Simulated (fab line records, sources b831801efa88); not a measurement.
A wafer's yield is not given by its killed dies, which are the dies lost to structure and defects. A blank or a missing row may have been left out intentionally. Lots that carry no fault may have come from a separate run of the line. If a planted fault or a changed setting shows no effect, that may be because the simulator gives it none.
fab line records | flow sky130
record lots=5 | wafers=15 | last-day=50
route steps=708 shown LDD_N@253 LDD_P@255 LDD_HVN@267 PAD_OPEN@708
lots with no fault: from the same line, run without faults
start-h: the number of hours between the record's first day and the start of the first shown wafer of the lot | wait-h: time in hours since the lot's previous step | " as in the row above | L1.1+2: one row covering several wafers at once | - no value, or no start was given | * or withheld: withheld | < > ~ a bound
route shown NAME@n: a module of which the file shows steps, and the number in the route of the first | usual: the fault-free wafers' mean and standard deviation | same: alike in all rows | chamber/n: place in a boat | sites: readings site by site | _std_site: the values' standard deviation | _edge_site: outer sites' mean less inner sites' | radius-mm: how far each site lies from the wafer's centre | mask NAME#n: copy n | behind: tool/chamber where the wafer was last shaped | hold: cause of the lot's hold/its duration in hours/its outcome | device: transistor that didn't switch, given as n, p or np | end of line: tests run on the same wafers once the route is complete | where a step has no rows: the recipe by itself | killed: the dies lost at the first sort to structure and to defects; this is not the yield of the wafer | map: dies across one wafer; x = killed, . = not, _ = none there
set.NAME: the setting the step ran with; set.NAME@STEP: the setting that earlier step ran with | model.NAME: the simulator's own value behind a step, which no gauge read
lots seen at some steps along the route; tables by step, rows by wafer
services: a tool's chamber out of use, with start hour (start-h, from the record's first day; less than 0 if before it), hours out, and reason
## steps
# step SKY_LDD_N_STRIP_16
# recipe chemistry=O2/N2 | power-w=1400 | pressure-mtorr=1500 | platen-temp-c=withheld | o2-flow-sccm=3000 | n2-flow-sccm=300 | overash-fraction=0.5
# usual chamber-pressure-mTorr=1499.9/1.4 | drypump-motor-current-A=6.0/0.58 | oes-product-au=0.406/0.005 | strip-time-to-endpoint-s=4.306/0.016
lot.wafer | tool            | chamber | start-h | wait-h | chamber-pressure-mTorr | drypump-motor-current-A | oes-product-au | rf-hours-counter-h | strip-time-to-endpoint-s
L583.1    | plasma-asher-01 | 0       | 432.77  | 0.1    | 1498.0                 | 5.1                     | 0.411          | 31                 | 4.284
L583.5    | "               | 0       | "       | "      | 1499.4                 | 5.1                     | 0.408          | -                  | 4.284
L583.6    | "               | 1       | "       | "      | 1499.0                 | 5.6                     | 0.408          | -                  | 4.270
L584.1    | plasma-asher-01 | 1       | 437.88  | 0.1    | 1501.9                 | 5.6                     | 0.401          | 31                 | 4.306
L584.2    | "               | 0       | "       | "      | 1497.8                 | 5.1                     | 0.405          | 31                 | 4.295
L584.5    | "               | 0       | "       | "      | 1501.1                 | 5.1                     | 0.398          | -                  | 4.302
L588.2    | plasma-asher-03 | 1       | 473.16  | 0.1    | 1498.4                 | 6.8                     | 0.403          | 65                 | 4.314
L588.3    | "               | 0       | "       | "      | 1498.7                 | 5.9                     | 0.405          | -                  | 4.289
L588.4    | "               | 1       | "       | "      | 1501.8                 | 6.8                     | 0.403          | -                  | 4.297
L601.3    | plasma-asher-04 | 1       | 580.85  | 0.1    | 1500.0                 | 6.3                     | 0.406          | -                  | 4.313
L601.4    | "               | 0       | "       | "      | 1500.8                 | 6.5                     | 0.404          | -                  | 4.284
L601.5    | "               | 1       | "       | "      | 1501.0                 | 6.3                     | 0.400          | -                  | 4.303
L603.1    | plasma-asher-03 | 0       | 591.36  | 0.1    | 1499.7                 | 5.9                     | 0.414          | 77                 | 4.335
L603.3    | "               | 0       | "       | "      | 1499.6                 | 5.9                     | 0.401          | -                  | 4.325
L603.6    | "               | 1       | "       | "      | 1500.8                 | 6.8                     | 0.408          | -                  | 4.310
# step SKY_LDD_N_TW_MEAS_17
# usual LDD_N_TW=2588/39
lot.wafer | tool          | chamber | start-h | wait-h | LDD_N_TW
L583.1    | film-metro-03 | -       | 432.87  | 0.1    | 2529
L583.5    | "             | -       | "       | "      | 2535
L583.6    | "             | -       | "       | "      | 2523
L584.1    | film-metro-03 | -       | 437.98  | 0.1    | 2525
L584.2    | "             | -       | "       | "      | 2535
L584.5    | "             | -       | "       | "      | 2527
L588.2    | film-metro-04 | -       | 473.27  | 0.1    | 2624
L588.3    | "             | -       | "       | "      | 2626
L588.4    | "             | -       | "       | "      | 2614
L601.3    | film-metro-02 | -       | 580.94  | 0.1    | 2627
L601.4    | "             | -       | "       | "      | 2609
L601.5    | "             | -       | "       | "      | 2618
L603.1    | film-metro-02 | -       | 591.46  | 0.1    | 2623
L603.3    | "             | -       | "       | "      | 2623
L603.6    | "             | -       | "       | "      | 2602
# step SKY_LDD_P_DEHYDRATE_00
# recipe temp-c=200 | time-s=60
# step SKY_LDD_P_HMDS_01
# recipe prime-time-s=60 | prime-temp-c=120
# step SKY_LDD_P_COAT_02
# recipe resist=NOVOLAK | spin-rpm=3000 | resist-thk-nm=1140
# step SKY_LDD_P_SOFTBAKE_03
# recipe temp-c=90 | time-s=60 | resist=NOVOLAK
# step SKY_LDD_P_EXPOSE_04
# recipe mask-id=PSDM | na=0.6 | source-shape=conventional | sigma-outer=0.6 | polarization=unpolarized | target-cd-nm=380 | dose-mj=138
# step SKY_LDD_P_PEB_05
# recipe temp-c=withheld | time-s=* | resist=NOVOLAK
# step SKY_LDD_P_DEVELOP_06
# recipe resist=NOVOLAK | developer=TMAH | develop-time-s=60 | dev-temp-c=23
# step SKY_LDD_P_CD_MEAS_07
# recipe target-cd-nm=380
# usual cd-nm=379.8/2.8
lot.wafer | tool      | chamber | start-h | wait-h | cd-nm
L583.1    | cd-sem-01 | -       | 464.73  | 0.1    | 378.5
L583.5    | "         | -       | "       | "      | 378.3
L583.6    | "         | -       | "       | "      | 380.3
L584.1    | cd-sem-01 | -       | 470.07  | 0.1    | 377.0
L584.2    | "         | -       | "       | "      | 378.2
L584.5    | "         | -       | "       | "      | 378.7
L588.2    | cd-sem-02 | -       | 505.40  | 0.1    | 377.3
L588.3    | "         | -       | "       | "      | 381.1
L588.4    | "         | -       | "       | "      | 378.6
L601.3    | cd-sem-02 | -       | 610.50  | 0.1    | 377.7
L601.4    | "         | -       | "       | "      | 377.3
L601.5    | "         | -       | "       | "      | 379.7
L603.1    | cd-sem-02 | -       | 619.66  | 0.1    | 376.1
L603.3    | "         | -       | "       | "      | 381.3
L603.6    | "         | -       | "       | "      | 378.5
# step SKY_LDD_P_OVL_MEAS_08
# usual LDD_P_OVL=-1.1/1.2
lot.wafer | tool       | chamber | start-h | wait-h | LDD_P_OVL[nm]
L583.1    | overlay-02 | -       | 464.85  | 0.1    | -0.4
L583.5    | "          | -       | "       | "      | -0.5
L583.6    | "          | -       | "       | "      | -2.0
L584.1    | overlay-01 | -       | 470.19  | 0.1    | -1.6
L584.2    | "          | -       | "       | "      | -1.0
L584.5    | "          | -       | "       | "      | -1.9
L588.2    | overlay-02 | -       | 505.51  | 0.1    | -1.2
L588.3    | "          | -       | "       | "      | -0.8
L588.4    | "          | -       | "       | "      | -2.6
L601.3    | overlay-01 | -       | 610.59  | 0.1    | -0.5
L601.4    | "          | -       | "       | "      | -1.7
L601.5    | "          | -       | "       | "      | -1.3
L603.1    | overlay-01 | -       | 619.78  | 0.1    | -3.1
L603.3    | "          | -       | "       | "      | -2.7
L603.6    | "          | -       | "       | "      | -1.7
# step SKY_LDD_P_IMPLANT_09
# recipe species=BF2 | energy-kev=25 | dose-cm2=1e+13 | tilt-deg=withheld
# step SKY_LDD_P_STRIP_10
# recipe chemistry=O2/N2 | power-w=1400 | pressure-mtorr=1500 | platen-temp-c=withheld | o2-flow-sccm=3000 | n2-flow-sccm=300 | overash-fraction=0.5
# usual chamber-pressure-mTorr=1500.1/1.4 | drypump-motor-current-A=6.2/0.45 | oes-product-au=0.714/0.0046 | strip-time-to-endpoint-s=14.16/0.042
lot.wafer | tool            | chamber | start-h | wait-h | chamber-pressure-mTorr | drypump-motor-current-A | oes-product-au | rf-hours-counter-h | strip-time-to-endpoint-s | model.NOVOLAK_of_LDD_P_COAT_02.thk-nm
L583.1    | plasma-asher-03 | 1       | 465.04  | 0.1    | 1500.2                 | 6.8                     | 0.715          | 65                 | 14.18                    | 0
L583.5    | "               | 0       | "       | "      | 1500.7                 | 5.9                     | 0.709          | -                  | 14.23                    | 0
L583.6    | "               | 1       | "       | "      | 1499.3                 | 6.8                     | 0.715          | -                  | 14.19                    | 0
L584.1    | plasma-asher-02 | 1       | 470.38  | 0.1    | 1499.4                 | 5.9                     | 0.718          | 3                  | 14.11                    | 0
L584.2    | "               | 0       | "       | "      | 1501.5                 | 5.5                     | 0.722          | 3                  | 14.12                    | 0
L584.5    | "               | 0       | "       | "      | 1500.6                 | 5.4                     | 0.718          | -                  | 14.14                    | 0
L588.2    | plasma-asher-02 | 1       | 505.69  | 0.1    | 1501.4                 | 5.9                     | 0.958          | 6                  | -                        | 85.81
L588.3    | "               | 1       | "       | "      | 1499.2                 | 5.9                     | 0.955          | -                  | -                        | 85.56
L588.4    | "               | 0       | "       | "      | 1501.2                 | 5.5                     | 0.954          | -                  | -                        | 85.67
L601.3    | plasma-asher-03 | 0       | 610.79  | 0.1    | 1500.4                 | 5.9                     | 0.707          | -                  | 14.14                    | 0
L601.4    | "               | 1       | "       | "      | 1499.8                 | 6.8                     | 0.705          | -                  | 14.17                    | 0
L601.5    | "               | 0       | "       | "      | 1501.7                 | 5.9                     | 0.711          | -                  | 14.17                    | 0
L603.1    | plasma-asher-03 | 1       | 619.96  | 0.1    | 1501.8                 | 6.8                     | 0.716          | 80                 | 14.24                    | 0
L603.3    | "               | 1       | "       | "      | 1501.7                 | 6.8                     | 0.718          | -                  | 14.23                    | 0
L603.6    | "               | 1       | "       | "      | 1501.7                 | 6.8                     | 0.713          | -                  | 14.23                    | 0
# step SKY_LDD_P_TW_MEAS_11
# usual LDD_P_TW=632/8.1
lot.wafer | tool          | chamber | start-h | wait-h | LDD_P_TW
L583.1    | film-metro-03 | -       | 465.14  | 0.1    | 631
L583.5    | "             | -       | "       | "      | 630
L583.6    | "             | -       | "       | "      | 632
L584.1    | film-metro-01 | -       | 470.48  | 0.1    | 625
L584.2    | "             | -       | "       | "      | 627
L584.5    | "             | -       | "       | "      | 626
L588.2    | film-metro-04 | -       | 505.80  | 0.1    | 643
L588.3    | "             | -       | "       | "      | 641
L588.4    | "             | -       | "       | "      | 647
L601.3    | film-metro-01 | -       | 610.88  | 0.1    | 629
L601.4    | "             | -       | "       | "      | 627
L601.5    | "             | -       | "       | "      | 628
L603.1    | film-metro-01 | -       | 620.06  | 0.1    | 628
L603.3    | "             | -       | "       | "      | 628
L603.6    | "             | -       | "       | "      | 630
# step SKY_LDD_HVN_DEHYDRATE_00
# recipe temp-c=200 | time-s=60
# step SKY_LDD_HVN_HMDS_01
# recipe prime-time-s=60 | prime-temp-c=120
# step SKY_LDD_HVN_COAT_02
# recipe resist=NOVOLAK | spin-rpm=3000 | resist-thk-nm=300
# step SKY_LDD_HVN_SOFTBAKE_03
# recipe temp-c=90 | time-s=60 | resist=NOVOLAK
# step SKY_LDD_HVN_EXPOSE_04
# recipe mask-id=HVNTM | na=0.6 | source-shape=conventional | sigma-outer=0.6 | polarization=unpolarized | target-cd-nm=700 | dose-mj=127
# step SKY_LDD_HVN_PEB_05
# recipe temp-c=withheld | time-s=* | resist=NOVOLAK
# step SKY_LDD_HVN_DEVELOP_06
# recipe resist=NOVOLAK | developer=TMAH | develop-time-s=60 | dev-temp-c=23
# step SKY_LDD_HVN_OVL_MEAS_07
# usual LDD_HVN_OVL=0.5/1.3
lot.wafer | tool       | chamber | start-h | wait-h | LDD_HVN_OVL[nm]
L583.1    | overlay-01 | -       | 497.42  | 0.1    | 1.0
L583.5    | "          | -       | "       | "      | 1.4
L583.6    | "          | -       | "       | "      | 0.8
L584.1    | overlay-01 | -       | 501.57  | 0.1    | -0.8
L584.2    | "          | -       | "       | "      | 1.1
L584.5    | "          | -       | "       | "      | -1.0
L588.2    | overlay-02 | -       | 536.88  | 0.1    | -0.2
L588.3    | "          | -       | "       | "      | -0.4
L588.4    | "          | -       | "       | "      | 0.3
L601.3    | overlay-02 | -       | 640.50  | 0.1    | -0.6
L601.4    | "          | -       | "       | "      | -1.2
L601.5    | "          | -       | "       | "      | 0.1
L603.1    | overlay-02 | -       | 649.11  | 0.1    | -1.9
L603.3    | "          | -       | "       | "      | -0.9
L603.6    | "          | -       | "       | "      | -0.6
# step SKY_LDD_HVN_IMPLANT_08
# recipe species=P | energy-kev=60 | dose-cm2=3e+13 | tilt-deg=40
# step SKY_LDD_HVN_STRIP_09
# recipe chemistry=O2/N2 | power-w=1400 | pressure-mtorr=1500 | platen-temp-c=withheld | o2-flow-sccm=3000 | n2-flow-sccm=300 | overash-fraction=0.5
# usual chamber-pressure-mTorr=1499.8/1.4 | drypump-motor-current-A=5.8/0.48 | oes-product-au=0.408/0.0046 | strip-time-to-endpoint-s=4.130/0.016
lot.wafer | tool            | chamber | start-h | wait-h | chamber-pressure-mTorr | drypump-motor-current-A | oes-product-au | rf-hours-counter-h | strip-time-to-endpoint-s
L583.1    | plasma-asher-02 | 1       | 497.61  | 0.1    | 1499.7                 | 5.9                     | 0.406          | 5                  | 4.093
L583.5    | "               | 0       | "       | "      | 1499.7                 | 5.5                     | 0.405          | -                  | 4.101
L583.6    | "               | 1       | "       | "      | 1501.8                 | 5.9                     | 0.411          | -                  | 4.116
L584.1    | plasma-asher-02 | 0       | 501.76  | 0.1    | 1498.4                 | 5.5                     | 0.405          | 6                  | 4.120
L584.2    | "               | 1       | "       | "      | 1501.5                 | 5.9                     | 0.412          | 6                  | 4.122
L584.5    | "               | 1       | "       | "      | 1501.2                 | 5.9                     | 0.409          | -                  | 4.126
L588.2    | plasma-asher-01 | 0       | 537.06  | 0.1    | 1500.0                 | 5.1                     | 0.461          | 41                 | 5.563
L588.3    | "               | 1       | "       | "      | 1497.9                 | 5.6                     | 0.462          | -                  | 5.505
L588.4    | "               | 0       | "       | "      | 1500.1                 | 5.1                     | 0.468          | -                  | 5.541
L601.3    | plasma-asher-01 | 1       | 640.70  | 0.1    | 1499.2                 | 5.6                     | 0.402          | -                  | 4.114
L601.4    | "               | 0       | "       | "      | 1498.0                 | 5.1                     | 0.404          | -                  | 4.105
L601.5    | "               | 0       | "       | "      | 1497.9                 | 5.1                     | 0.410          | -                  | 4.110
L603.1    | plasma-asher-04 | 1       | 649.29  | 0.1    | 1498.6                 | 6.3                     | 0.400          | 96                 | 4.112
L603.3    | "               | 1       | "       | "      | 1498.5                 | 6.3                     | 0.421          | -                  | 4.138
L603.6    | "               | 0       | "       | "      | 1500.6                 | 6.5                     | 0.407          | -                  | 4.095
# step SKY_LDD_HVN_TW_MEAS_10
# usual LDD_HVN_TW=1433/19
lot.wafer | tool          | chamber | start-h | wait-h | hold                     | LDD_HVN_TW
L583.1    | film-metro-03 | -       | 497.71  | 0.1    | -                        | 1406
L583.5    | "             | -       | "       | "      | -                        | 1414
L583.6    | "             | -       | "       | "      | -                        | 1411
L584.1    | film-metro-02 | -       | 501.86  | 0.1    | -                        | 1459
L584.2    | "             | -       | "       | "      | -                        | 1461
L584.5    | "             | -       | "       | "      | -                        | 1465
L588.2    | film-metro-02 | -       | 537.17  | 0.1    | await-dispo/0.2h/release | 1219
L588.3    | "             | -       | "       | "      | await-dispo/0.2h/release | 1232
L588.4    | "             | -       | "       | "      | await-dispo/0.2h/release | 1227
L588.2    | film-metro-02 | -       | 537.40  | 0.2    | -                        | 1221
L588.3    | "             | -       | "       | "      | -                        | 1224
L588.4    | "             | -       | "       | "      | -                        | 1224
L601.3    | film-metro-01 | -       | 640.79  | 0.1    | -                        | 1423
L601.4    | "             | -       | "       | "      | -                        | 1427
L601.5    | "             | -       | "       | "      | -                        | 1419
L603.1    | film-metro-02 | -       | 649.39  | 0.1    | -                        | 1460
L603.3    | "             | -       | "       | "      | -                        | 1463
L603.6    | "             | -       | "       | "      | -                        | 1449
# step SKY_PAD_OPEN_PROBE_99
# usual killed_at_M0_to_M3=43/6.4 | killed_at_M4_up=3.2/1.8 | killed-at-contacts=25/5.5 | killed-at-front-end=16/5.2 | killed-at-other=0.3/0.49 | killed-dies=88/10 | killed-open=48/7 | killed-short=40/7.1
# same gross-dies=492 | killed-at-back-side=0
lot.wafer | tool      | chamber | start-h | wait-h | killed_at_M0_to_M3 | killed_at_M4_up | killed-at-contacts | killed-at-front-end | killed-at-other | killed-dies | killed-open | killed-short | model.etest.tip_n_5v.rs-ohm-sq | model.etest.nfet-g5v0d10v5.r-on-ohm-um | model.etest.nfet-g5v0d10v5.drive-ua-um | model.etest.tip_n_5v.rs-ohm-sq-range | model.etest.nfet_05v0_nvt.drive-ua-um | model.etest.res-ndiff-hv.rs-ohm-sq | model.etest.ring_5v.delay-ps | model.etest.nfet_05v0_nvt.off-log10-a-um
L583.1    | prober-01 | -       | 1102.03 | 0.1    | 43                 | 2               | 28                 | 24                  | 0               | 97          | 46          | 51           | 1383                           | 1884                                   | 604.6                                  | 35.39                                | 579.7                                 | 114.5                              | 44.3                         | -10.95
L583.5    | prober-01 | -       | 1102.23 | 0.2    | 55                 | 5               | 29                 | 17                  | 0               | 106         | 66          | 40           | 1386                           | 1900                                   | 606.4                                  | 18.22                                | 572.4                                 | 116                                | 44.73                        | -10.94
L583.6    | prober-01 | -       | 1102.28 | 0.2    | 43                 | 3               | 30                 | 20                  | 0               | 96          | 52          | 44           | 1372                           | 1872                                   | 598.6                                  | 20.98                                | 568.7                                 | 116.3                              | 44.68                        | -10.95
L584.1    | prober-02 | -       | 1104.20 | 0.1    | 49                 | 4               | 29                 | 17                  | 1               | 100         | 52          | 48           | 1382                           | 1879                                   | 610                                    | 25.31                                | 583.2                                 | 115.9                              | 44.34                        | -10.93
L584.2    | prober-02 | -       | 1104.25 | 0.1    | 40                 | 4               | 26                 | 14                  | 0               | 84          | 37          | 47           | 1381                           | 1879                                   | 612.5                                  | 41.25                                | 578.8                                 | 116.2                              | 44.16                        | -10.83
L584.5    | prober-02 | -       | 1104.40 | 0.2    | 49                 | 1               | 24                 | 17                  | 0               | 91          | 44          | 47           | 1393                           | 1879                                   | 608.9                                  | 33.92                                | 575.1                                 | 116.1                              | 44.69                        | -10.96
L588.2    | prober-02 | -       | 1126.79 | 0.1    | 52                 | 5               | 20                 | 18                  | 0               | 95          | 48          | 47           | 4231                           | 2204                                   | 525                                    | 50.72                                | 527.4                                 | 119.4                              | 47.96                        | -11.46
L588.3    | prober-02 | -       | 1126.84 | 0.2    | 48                 | 6               | 25                 | 28                  | 0               | 107         | 57          | 50           | 4205                           | 2203                                   | 530.4                                  | 94.18                                | 530.1                                 | 119.5                              | 47.4                         | -11.37
L588.4    | prober-02 | -       | 1126.89 | 0.2    | 50                 | 2               | 21                 | 14                  | 0               | 87          | 53          | 34           | 4168                           | 2166                                   | 538.4                                  | 80.25                                | 533.9                                 | 119.3                              | 46.5                         | -11.32
L601.3    | prober-02 | -       | 1195.72 | 0.2    | 51                 | 1               | 20                 | 12                  | 0               | 84          | 45          | 39           | 1387                           | 1904                                   | 602.8                                  | 24.32                                | 578.4                                 | 111.8                              | 44.82                        | -10.95
L601.4    | prober-02 | -       | 1195.77 | 0.2    | 46                 | 4               | 24                 | 12                  | 0               | 86          | 45          | 41           | 1387                           | 1902                                   | 599.6                                  | 33.74                                | 572                                   | 112.2                              | 45.16                        | -11.06
L601.5    | prober-02 | -       | 1195.82 | 0.2    | 47                 | 5               | 25                 | 16                  | 1               | 94          | 49          | 45           | 1387                           | 1892                                   | 594.9                                  | 34.54                                | 567.8                                 | 110.8                              | 44.88                        | -11.17
L603.1    | prober-02 | -       | 1199.16 | 0.1    | 34                 | 3               | 15                 | 23                  | 0               | 75          | 34          | 41           | 1352                           | 1861                                   | 627.1                                  | 24.77                                | 594.4                                 | 112.8                              | 44.28                        | -10.94
L603.3    | prober-02 | -       | 1199.26 | 0.2    | 45                 | 5               | 19                 | 15                  | 0               | 84          | 51          | 33           | 1364                           | 1835                                   | 624.1                                  | 44.71                                | 595.3                                 | 112.7                              | 44.34                        | -10.64
L603.6    | prober-02 | -       | 1199.41 | 0.2    | 32                 | 2               | 26                 | 16                  | 0               | 76          | 42          | 34           | 1357                           | 1878                                   | 621.2                                  | 34.9                                 | 589.7                                 | 113.3                              | 44.63                        | -10.65
# killed by level:class
L583.1 CONTACT:geometric-particle:open=10 VIA1:geometric-particle:open=10 FIELD_ISO:geometric-particle:short=9 POLY_GATE:geometric-particle:open=8 CONTACT:geometric-particle:short=8 VIA1:geometric-particle:short=7 METAL1:geometric-particle:short=6 LI_CONTACT:geometric-particle:open=5
L583.5 VIA3:geometric-particle:open=13 CONTACT:geometric-particle:open=11 LI_CONTACT:geometric-particle:open=9 METAL3:geometric-particle:short=7 VIA1:geometric-particle:open=7 VIA2:geometric-particle:open=7 METAL2:geometric-particle:short=6 LOCAL_INTERCONNECT:geometric-particle:short=5
L583.6 CONTACT:geometric-particle:open=12 METAL2:geometric-particle:short=9 VIA3:geometric-particle:open=7 VIA1:geometric-particle:open=7 POLY_GATE:geometric-particle:open=5 LI_CONTACT:geometric-particle:open=5 CONTACT:geometric-particle:short=5 VIA2:geometric-particle:open=5
L584.1 CONTACT:geometric-particle:open=11 METAL1:geometric-particle:short=10 VIA1:geometric-particle:open=9 CONTACT:geometric-particle:short=7 VIA3:geometric-particle:open=7 FIELD_ISO:geometric-particle:short=6 VIA1:geometric-particle:short=6 METAL2:geometric-particle:short=6
L584.2 LOCAL_INTERCONNECT:geometric-particle:short=9 VIA1:geometric-particle:open=8 CONTACT:geometric-particle:open=8 METAL1:geometric-particle:short=6 METAL2:geometric-particle:short=6 VIA3:geometric-particle:open=6 POLY_GATE:geometric-particle:short=5 VIA1:geometric-particle:short=4
L584.5 VIA1:geometric-particle:open=14 LOCAL_INTERCONNECT:geometric-particle:short=8 METAL2:geometric-particle:short=7 LI_CONTACT:geometric-particle:open=6 VIA1:geometric-particle:short=6 VIA3:geometric-particle:open=5 CONTACT:geometric-particle:open=5 METAL1:geometric-particle:short=5
L588.2 VIA1:geometric-particle:open=14 VIA1:geometric-particle:short=13 CONTACT:geometric-particle:open=10 FIELD_ISO:geometric-particle:short=6 LI_CONTACT:geometric-particle:open=6 VIA3:geometric-particle:open=6 METAL1:geometric-particle:short=5 METAL4:geometric-particle:short=5
L588.3 CONTACT:geometric-particle:open=11 FIELD_ISO:geometric-particle:open=10 VIA2:geometric-particle:open=10 VIA1:geometric-particle:open=7 METAL4:geometric-particle:short=6 METAL1:geometric-particle:short=6 VIA1:geometric-particle:short=6 VIA3:geometric-particle:open=6
L588.4 VIA1:geometric-particle:open=12 CONTACT:geometric-particle:open=11 VIA3:geometric-particle:open=10 VIA1:geometric-particle:short=8 METAL1:geometric-particle:short=7 FIELD_ISO:geometric-particle:open=4 POLY_GATE:geometric-particle:open=4 LI_CONTACT:geometric-particle:short=4
L601.3 VIA1:geometric-particle:open=13 VIA2:geometric-particle:open=10 VIA3:geometric-particle:open=8 CONTACT:geometric-particle:open=6 LOCAL_INTERCONNECT:geometric-particle:short=5 VIA1:geometric-particle:short=5 LI_CONTACT:geometric-particle:short=4 METAL2:geometric-particle:short=4
L601.4 CONTACT:geometric-particle:open=9 VIA1:geometric-particle:short=8 VIA3:geometric-particle:open=8 FIELD_ISO:geometric-particle:short=5 LI_CONTACT:geometric-particle:short=5 METAL1:geometric-particle:short=5 VIA1:geometric-particle:open=5 VIA2:geometric-particle:open=5
L601.5 VIA1:geometric-particle:open=13 CONTACT:geometric-particle:open=10 METAL2:geometric-particle:short=8 VIA2:geometric-particle:short=8 METAL1:geometric-particle:short=7 LI_CONTACT:geometric-particle:open=6 CONTACT:geometric-particle:short=5 VIA2:geometric-particle:open=5
L603.1 FIELD_ISO:geometric-particle:short=8 VIA1:geometric-particle:short=5 CONTACT:geometric-particle:open=5 METAL1:geometric-particle:short=5 METAL2:geometric-particle:short=5 POLY_GATE:geometric-particle:open=4 POLY_GATE:geometric-particle:short=4 VIA3:geometric-particle:open=4
L603.3 VIA1:geometric-particle:open=15 LI_CONTACT:geometric-particle:open=7 VIA3:geometric-particle:open=5 FIELD_ISO:geometric-particle:open=4 POLY_GATE:geometric-particle:short=4 CONTACT:geometric-particle:open=4 METAL4:geometric-particle:short=4 METAL1:geometric-particle:short=4
L603.6 CONTACT:geometric-particle:open=9 LI_CONTACT:geometric-particle:open=7 VIA2:geometric-particle:open=7 LI_CONTACT:geometric-particle:short=6 VIA1:geometric-particle:open=6 FIELD_ISO:geometric-particle:short=5 METAL2:geometric-particle:short=4 FIELD_ISO:geometric-particle:open=3
## services
tool            | chamber | start-h | hours | kind
plasma-asher-04 | -       | 415.26  | 5.0   | repair
plasma-asher-02 | -       | 421.25  | 9.0   | pm
plasma-asher-02 | 0       | 421.25  | 9.0   | vent-cycle
plasma-asher-02 | 1       | 421.25  | 9.0   | vent-cycle
plasma-asher-02 | 0       | 430.25  | -     | clean
plasma-asher-02 | 1       | 430.25  | -     | clean
plasma-asher-02 | -       | 460.03  | 6.1   | repair
plasma-asher-02 | -       | 471.63  | 1.5   | repair
plasma-asher-02 | -       | 475.92  | 5.5   | repair
plasma-asher-04 | -       | 488.57  | 1.7   | repair
plasma-asher-04 | -       | 515.10  | 0.9   | repair
plasma-asher-03 | -       | 569.74  | 1.7   | repair
plasma-asher-04 | -       | 624.04  | 1.3   | repair
plasma-asher-03 | -       | 632.61  | 3.4   | repair
## key
first-sign step=SKY_LDD_P_STRIP_10 | reading=oes-product-au | direction=up | sigmas=53 | usual=0.714 | struck=0.956
effect step=SKY_LDD_HVN_STRIP_09 | reading=strip-time-to-endpoint-s | direction=up | sigmas=86 | usual=* | struck=*
effect step=SKY_LDD_HVN_TW_MEAS_10 | reading=visit | direction=added
effect step=SKY_LDD_HVN_TW_MEAS_10 | reading=LDD_HVN_TW | direction=down | sigmas=11 | usual=1433 | struck=1226
model-effect step=SKY_LDD_P_STRIP_10 | value=NOVOLAK_of_LDD_P_COAT_02.thk-nm | without=0 | struck=85.68
model-effect step=SKY_PAD_OPEN_PROBE_99 | value=etest.tip_n_5v.rs-ohm-sq | without=1399 | struck=4201
met-at SKY_LDD_P_STRIP_10
struck-wafers L588.2,L588.3,L588.4
tester-left-out L588
onset-between 470.38 505.69
fault kind=strip-aborted | tool=plasma-asher-02 | chamber=- | onset-h=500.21 | steps=SKY_LDD_P_STRIP_10 | offset=0.39516 | end-h=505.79
# tester-left-out: of these lots the tester's yield and bins aren't shown, on N5 and GAA mostly nor the transistor test; their killed dies are dies lost to structure and defects alone, not to doping, threshold or leakage, so they don't give the yield
